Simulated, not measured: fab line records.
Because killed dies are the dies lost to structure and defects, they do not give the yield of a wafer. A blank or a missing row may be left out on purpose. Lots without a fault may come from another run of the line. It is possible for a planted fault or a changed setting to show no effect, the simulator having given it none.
Which tool is to blame? || flow sky130 || Sampling: 13 lots, 39 wafers, 4 of 708 route steps

WHAT THE GAUGES SHOWED, per wafer
SKY_SONOS_ONO_OVL_MEAS_14.
{"lot": "L555", "measured": "day 12 19:02", "on": "overlay-02", "SONOS_ONO_OVL (nm)": "3.4 1.0 2.8"}
{"lot": "L556", "measured": "day 13 00:15", "on": "overlay-01", "SONOS_ONO_OVL (nm)": "-0.6 -0.5 0.0"}
{"lot": "L557", "measured": "day 13 05:23", "on": "overlay-02", "SONOS_ONO_OVL (nm)": "2.8 2.6 1.6"}
{"lot": "L558", "measured": "day 13 15:39", "on": "overlay-01", "SONOS_ONO_OVL (nm)": "1.9 0.8 0.5"}
{"lot": "L562", "measured": "day 15 02:47", "on": "overlay-01", "SONOS_ONO_OVL (nm)": "-0.4 -0.5 -1.5"}
{"lot": "L564", "measured": "day 15 17:53", "on": "overlay-01", "SONOS_ONO_OVL (nm)": "0.1 0.2 -0.4"}
{"lot": "L565", "measured": "day 16 04:36", "on": "overlay-02", "SONOS_ONO_OVL (nm)": "2.2 1.8 0.8"}
{"lot": "L567", "measured": "day 17 03:17", "on": "overlay-01", "SONOS_ONO_OVL (nm)": "3.1 3.2 1.2"}
{"lot": "L568", "measured": "day 17 10:30", "on": "overlay-02", "SONOS_ONO_OVL (nm)": "0.8 2.6 2.2"}
{"lot": "L571", "measured": "day 18 13:47", "on": "overlay-01", "SONOS_ONO_OVL (nm)": "0.9 0.8 0.0"}
{"lot": "L573", "measured": "day 18 19:05", "on": "overlay-01", "SONOS_ONO_OVL (nm)": "-0.7 -0.8 -0.7"}
{"lot": "L576", "measured": "day 20 19:29", "on": "overlay-02", "SONOS_ONO_OVL (nm)": "1.6 2.5 2.0"}
{"lot": "L578", "measured": "day 20 19:47", "on": "overlay-01", "SONOS_ONO_OVL (nm)": "-1.5 -0.9 -0.1"}

SKY_SD_P_CD_MEAS_07: the cd target is 380 nm.
{"lot": "L555", "measured": "day 25 10:31", "on": "cd-sem-01", "cd-nm (nm)": "380.5 383.0 382.5"}
{"lot": "L556", "measured": "day 25 20:12", "on": "cd-sem-01", "cd-nm (nm)": "372.3 374.0 372.5"}
{"lot": "L557", "measured": "day 25 22:48", "on": "cd-sem-02", "cd-nm (nm)": "382.1 382.9 382.2"}
{"lot": "L558", "measured": "day 26 15:06", "on": "cd-sem-01", "cd-nm (nm)": "381.5 383.7 382.2"}
{"lot": "L562", "measured": "day 27 23:31", "on": "cd-sem-02", "cd-nm (nm)": "381.4 383.4 385.5"}
{"lot": "L564", "measured": "day 28 14:17", "on": "cd-sem-01", "cd-nm (nm)": "384.3 382.3 383.3"}
{"lot": "L565", "measured": "day 29 05:19", "on": "cd-sem-02", "cd-nm (nm)": "382.3 381.9 381.7"}
{"lot": "L567", "measured": "day 29 22:04", "on": "cd-sem-02", "cd-nm (nm)": "380.6 382.3 379.5"}
{"lot": "L568", "measured": "day 30 09:59", "on": "cd-sem-01", "cd-nm (nm)": "381.5 380.5 380.3"}
{"lot": "L571", "measured": "day 31 12:52", "on": "cd-sem-02", "cd-nm (nm)": "377.3 380.5 378.4"}
{"lot": "L573", "measured": "day 31 16:52", "on": "cd-sem-02", "cd-nm (nm)": "150.9 151.3 150.2 150.9 151.1 149.7"}
{"lot": "L576", "measured": "day 33 09:20", "on": "cd-sem-01", "cd-nm (nm)": "150.0 153.2 152.2 150.4 152.9 152.7"}
{"lot": "L578", "measured": "day 33 07:34", "on": "cd-sem-01", "cd-nm (nm)": "378.4 380.5 381.0"}

WHICH TOOL RAN EACH LOT (tool, then ch and the chambers of the sampled wafers, then the start)
{"lot": "L555", "SKY_SONOS_ONO_STRIP_17": "plasma-asher-03 ch 0,1, day 12 19:11", "SKY_SD_P_DEVELOP_06": "litho-track-02 ch 0, day 25 10:22"}
{"lot": "L556", "SKY_SONOS_ONO_STRIP_17": "plasma-asher-03 ch 0, day 13 00:23", "SKY_SD_P_DEVELOP_06": "litho-track-04 ch 0, day 25 20:04"}
{"lot": "L557", "SKY_SONOS_ONO_STRIP_17": "plasma-asher-04 ch 0,1, day 13 05:33", "SKY_SD_P_DEVELOP_06": "litho-track-01 ch 0, day 25 22:40"}
{"lot": "L558", "SKY_SONOS_ONO_STRIP_17": "plasma-asher-01 ch 0,1, day 13 15:49", "SKY_SD_P_DEVELOP_06": "litho-track-01 ch 0, day 26 14:58"}
{"lot": "L562", "SKY_SONOS_ONO_STRIP_17": "plasma-asher-01 ch 0,1, day 15 02:56", "SKY_SD_P_DEVELOP_06": "litho-track-02 ch 0, day 27 23:22"}
{"lot": "L564", "SKY_SONOS_ONO_STRIP_17": "plasma-asher-03 ch 0,1, day 15 18:02", "SKY_SD_P_DEVELOP_06": "litho-track-04 ch 0, day 28 14:08"}
{"lot": "L565", "SKY_SONOS_ONO_STRIP_17": "plasma-asher-01 ch 0,1, day 16 04:46", "SKY_SD_P_DEVELOP_06": "litho-track-01 ch 0, day 29 05:11"}
{"lot": "L567", "SKY_SONOS_ONO_STRIP_17": "plasma-asher-03 ch 0,1, day 17 03:25", "SKY_SD_P_DEVELOP_06": "litho-track-01 ch 0, day 29 21:55"}
{"lot": "L568", "SKY_SONOS_ONO_STRIP_17": "plasma-asher-03 ch 0, day 17 10:38", "SKY_SD_P_DEVELOP_06": "litho-track-02 ch 0, day 30 09:50"}
{"lot": "L571", "SKY_SONOS_ONO_STRIP_17": "plasma-asher-01 ch 0,1, day 18 13:56", "SKY_SD_P_DEVELOP_06": "litho-track-02 ch 0, day 31 12:43"}
{"lot": "L573", "SKY_SONOS_ONO_STRIP_17": "plasma-asher-03 ch 0,1, day 18 19:14", "SKY_SD_P_DEVELOP_06": "litho-track-02 ch 0, day 31 16:43"}
{"lot": "L576", "SKY_SONOS_ONO_STRIP_17": "plasma-asher-01 ch 1, day 20 19:38", "SKY_SD_P_DEVELOP_06": "litho-track-02 ch 0, day 33 09:04"}
{"lot": "L578", "SKY_SONOS_ONO_STRIP_17": "plasma-asher-04 ch 0,1, day 20 19:58", "SKY_SD_P_DEVELOP_06": "litho-track-01 ch 0, day 33 07:25"}
- SKY_SONOS_ONO_STRIP_17: strips in O2/N2.
- SKY_SD_P_DEVELOP_06: develop time 60 s.

AS READ BY THE TOOLS THEMSELVES (means over the sampled wafers that have a number; for cases with no such wafer, the mark the record gives instead)
SKY_SONOS_ONO_STRIP_17.
{"lot": "L555", "tool": "plasma-asher-03", "drypump-motor-current-A (A)": 5.0, "n2-flow-sccm (sccm)": 300.0, "oes-product-au (a.u.)": 0.711, "strip-time-to-endpoint-s (s)": 14.15}
{"lot": "L556", "tool": "plasma-asher-03", "drypump-motor-current-A (A)": 5.3, "n2-flow-sccm (sccm)": 300.1, "oes-product-au (a.u.)": 0.715, "strip-time-to-endpoint-s (s)": 14.05}
{"lot": "L557", "tool": "plasma-asher-04", "drypump-motor-current-A (A)": 6.1, "n2-flow-sccm (sccm)": 299.9, "oes-product-au (a.u.)": 0.712, "strip-time-to-endpoint-s (s)": 14.11}
{"lot": "L558", "tool": "plasma-asher-01", "drypump-motor-current-A (A)": 5.3, "n2-flow-sccm (sccm)": 300.7, "oes-product-au (a.u.)": 0.715, "strip-time-to-endpoint-s (s)": 14.06}
{"lot": "L562", "tool": "plasma-asher-01", "drypump-motor-current-A (A)": 5.3, "n2-flow-sccm (sccm)": 300.0, "oes-product-au (a.u.)": 0.710, "strip-time-to-endpoint-s (s)": 14.11}
{"lot": "L564", "tool": "plasma-asher-03", "drypump-motor-current-A (A)": 5.0, "n2-flow-sccm (sccm)": 299.1, "oes-product-au (a.u.)": 0.713, "strip-time-to-endpoint-s (s)": 14.06}
{"lot": "L565", "tool": "plasma-asher-01", "drypump-motor-current-A (A)": 5.2, "n2-flow-sccm (sccm)": 300.0, "oes-product-au (a.u.)": 0.708, "strip-time-to-endpoint-s (s)": 14.13}
{"lot": "L567", "tool": "plasma-asher-03", "drypump-motor-current-A (A)": 5.0, "n2-flow-sccm (sccm)": 299.2, "oes-product-au (a.u.)": 0.708, "strip-time-to-endpoint-s (s)": 14.12}
{"lot": "L568", "tool": "plasma-asher-03", "drypump-motor-current-A (A)": 5.3, "n2-flow-sccm (sccm)": 299.9, "oes-product-au (a.u.)": 0.709, "strip-time-to-endpoint-s (s)": 14.12}
{"lot": "L571", "tool": "plasma-asher-01", "drypump-motor-current-A (A)": 5.2, "n2-flow-sccm (sccm)": 301.4, "oes-product-au (a.u.)": 0.708, "strip-time-to-endpoint-s (s)": 14.06}
{"lot": "L573", "tool": "plasma-asher-03", "drypump-motor-current-A (A)": 5.0, "n2-flow-sccm (sccm)": 299.6, "oes-product-au (a.u.)": 0.709, "strip-time-to-endpoint-s (s)": 14.12}
{"lot": "L576", "tool": "plasma-asher-01", "drypump-motor-current-A (A)": 5.5, "n2-flow-sccm (sccm)": 299.8, "oes-product-au (a.u.)": 0.707, "strip-time-to-endpoint-s (s)": 14.08}
{"lot": "L578", "tool": "plasma-asher-04", "drypump-motor-current-A (A)": 6.0, "n2-flow-sccm (sccm)": 300.3, "oes-product-au (a.u.)": 0.711, "strip-time-to-endpoint-s (s)": 14.20}

THE ANSWER, worked out from the rows above alone
Rule: the lots themselves supply what counts as usual. The widest of any qualifying gaps counts: lots, ordered by their means at a reading, are off when they make up no more than a third of the lots, leave a main group of 4 or more, and stand apart from it by 3 or more times the standard deviation of that group's means. If all means in a main group match to the digits the tables above print for the reading, that group is not used. Also off: a lot with no number at a reading for which 4 or more lots have one. Any other lot the step has rows for is counted as sound. First the gauges in route order, then the tools' own readings, where a lot's mean is used as printed above. The first step at which some lot is off is used, and at that step the reading that is off furthest; a lot without a number counts as furthest.
Off: L573, L576, at SKY_SD_P_CD_MEAS_07 (cd-nm). The main group has a mean of 380.8 nm with a standard deviation of 2.8.
A tool fits if, at a process step before that reading, it ran every lot that is off, and no sound lot after the first of them. The gauges at SKY_SD_P_CD_MEAS_07 are tried like those tools. One fits: SKY_SD_P_DEVELOP_06 on litho-track-02. A fault onset in the window from L571 (day 31 12:43, its last sound lot) to L573 (day 31 16:43, its first lot off) fits.

WHAT THE SIMULATOR PUT IN
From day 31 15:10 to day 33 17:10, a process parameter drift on litho-track-02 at SKY_SD_P_DEVELOP_06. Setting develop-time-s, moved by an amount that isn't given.
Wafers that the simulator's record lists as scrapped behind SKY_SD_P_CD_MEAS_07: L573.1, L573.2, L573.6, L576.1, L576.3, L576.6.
Struck lots among those shown: L573, L576. The rule above found the same.
